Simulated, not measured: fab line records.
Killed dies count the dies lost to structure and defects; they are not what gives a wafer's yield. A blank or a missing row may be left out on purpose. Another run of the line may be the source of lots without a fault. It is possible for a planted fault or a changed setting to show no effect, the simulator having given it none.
Shared-tool check ; flow gf180mcu ; Lots sampled 12, wafers sampled 39

== WHY IT WAS OPENED ==
GF_VT_IMPLANT_TW_MEAS_43, reading VT_IMPLANT_4_TW: flagged on 1 of 12 lots. Fault-free wafers read 695, with a standard deviation of 3.3.
Rule: a lot is flagged when every wafer of it that has a number lies more than 4 standard deviations from that mean, or none has a number. The rest of the lots are taken to be sound.

lot;measured;on;VT_IMPLANT_4_TW, wafer by wafer;flag
L559;day 7 21:02;film_metro-04;698 696 697;
L560;day 8 05:46;film_metro-01;694 692 692;
L561;day 8 10:59;film_metro-01;693 695 691;
L562;day 8 17:20;film_metro-01;687 689 694;
L566;day 9 19:22;film_metro-01;694 692 693;
L568;day 10 06:14;film_metro-04;30 30 30 30 30 30;FLAGGED
L573;day 11 14:03;film_metro-04;697 696 695;
L574;day 11 19:37;film_metro-01;698 695 696;
L577;day 12 15:24;film_metro-01;697 691 692;
L578;day 12 18:14;film_metro-02;695 691 692;
L579;day 13 03:31;film_metro-01;700 700 699;
L581;day 13 16:53;film_metro-02;694 700 697;
The numbers of the flagged lots are 30 on average: -665 against the usual, or -99 or more standard deviations.

== WHICH TOOL EACH LOT WENT THROUGH ==
Before the reading, the record contains 2 process steps out of a 602-step route. Every cell lists first the tool, next ch and the chambers used by the sampled wafers, and last the start.
lot;flag;GF_STI_ETCH_14;GF_VT_IMPLANT_EXPOSE_37
L559;;rie_si-02 ch 1,2, day 2 05:55;iline_stepper-02 ch 0, day 7 12:59
L560;;rie_si-02 ch 1,2,3, day 2 11:55;iline_stepper-02 ch 0, day 7 21:33
L561;;rie_si-02 ch 0,1,3, day 2 18:05;iline_stepper-01 ch 0, day 8 03:25
L562;;rie_si-01 ch 0,1,3, day 2 22:35;iline_stepper-01 ch 0, day 8 09:10
L566;;rie_si-02 ch 0,3, day 3 17:55;iline_stepper-02 ch 0, day 9 11:20
L568;FLAGGED;rie_si-02 ch 1,2,3, day 4 05:29;iline_stepper-01 ch 0, day 9 21:47
L573;;rie_si-02 ch 0,2,3, day 5 06:47;iline_stepper-02 ch 0, day 11 05:13
L574;;rie_si-02 ch 0,1,3, day 5 12:16;iline_stepper-02 ch 0, day 11 10:26
L577;;rie_si-01 ch 0,1, day 6 04:08;iline_stepper-01 ch 0, day 12 06:15
L578;;rie_si-01 ch 0,2,3, day 6 09:14;iline_stepper-01 ch 0, day 12 09:03
L579;;rie_si-01 ch 1,2,3, day 6 14:32;iline_stepper-02 ch 0, day 12 18:40
L581;;rie_si-02 ch 2,3, day 7 00:04;iline_stepper-02 ch 0, day 13 07:04
These steps, and what they do:
- GF_STI_ETCH_14: etches Si in HBr/Cl2/O2, target depth 360 nm, time 102.9 s.
- GF_VT_IMPLANT_EXPOSE_37: exposes mask Nwell HV AREA, target cd 860 nm.
- GF_VT_IMPLANT_TW_MEAS_43

== FLAGGED OVER TOTAL, TOOL BY TOOL (the gauges that took the reading come last) ==
step;tool;lots run;flagged;share of the flagged lots;sound lots run after its first flagged lot
GF_STI_ETCH_14;rie_si-01;4;0;none;-
GF_STI_ETCH_14;rie_si-02;8;1;all;3 (L573,L574,L581)
GF_VT_IMPLANT_EXPOSE_37;iline_stepper-01;5;1;all;2 (L577,L578)
GF_VT_IMPLANT_EXPOSE_37;iline_stepper-02;7;0;none;-
GF_VT_IMPLANT_TW_MEAS_43;film_metro-01;7;0;none;-
GF_VT_IMPLANT_TW_MEAS_43;film_metro-02;2;0;none;-
GF_VT_IMPLANT_TW_MEAS_43;film_metro-04;3;1;all;1 (L573)

== WHAT THE TABLE ALLOWS ==
In the table, 3 rows ran each flagged lot (rie_si-02 at GF_STI_ETCH_14; iline_stepper-01 at GF_VT_IMPLANT_EXPOSE_37; film_metro-04 at GF_VT_IMPLANT_TW_MEAS_43).
- rie_si-02 at GF_STI_ETCH_14 ran 8 lots, 1 of them flagged. Sound lots followed the first flagged one (L573, L574, L581) on it, something a lasting fault affecting the whole tool could not allow.
- iline_stepper-01 at GF_VT_IMPLANT_EXPOSE_37 ran 5 lots, 1 of them flagged. Sound lots followed the first flagged one (L577, L578) on it, something a lasting fault affecting the whole tool could not allow.
- film_metro-04 at GF_VT_IMPLANT_TW_MEAS_43 ran 3 lots, 1 of them flagged. Sound lots followed the first flagged one (L573) on it, something a lasting fault affecting the whole tool could not allow.
No row of the table ran every flagged lot and no sound lot after the first.

== WHAT THE SIMULATOR HAD PUT IN ==
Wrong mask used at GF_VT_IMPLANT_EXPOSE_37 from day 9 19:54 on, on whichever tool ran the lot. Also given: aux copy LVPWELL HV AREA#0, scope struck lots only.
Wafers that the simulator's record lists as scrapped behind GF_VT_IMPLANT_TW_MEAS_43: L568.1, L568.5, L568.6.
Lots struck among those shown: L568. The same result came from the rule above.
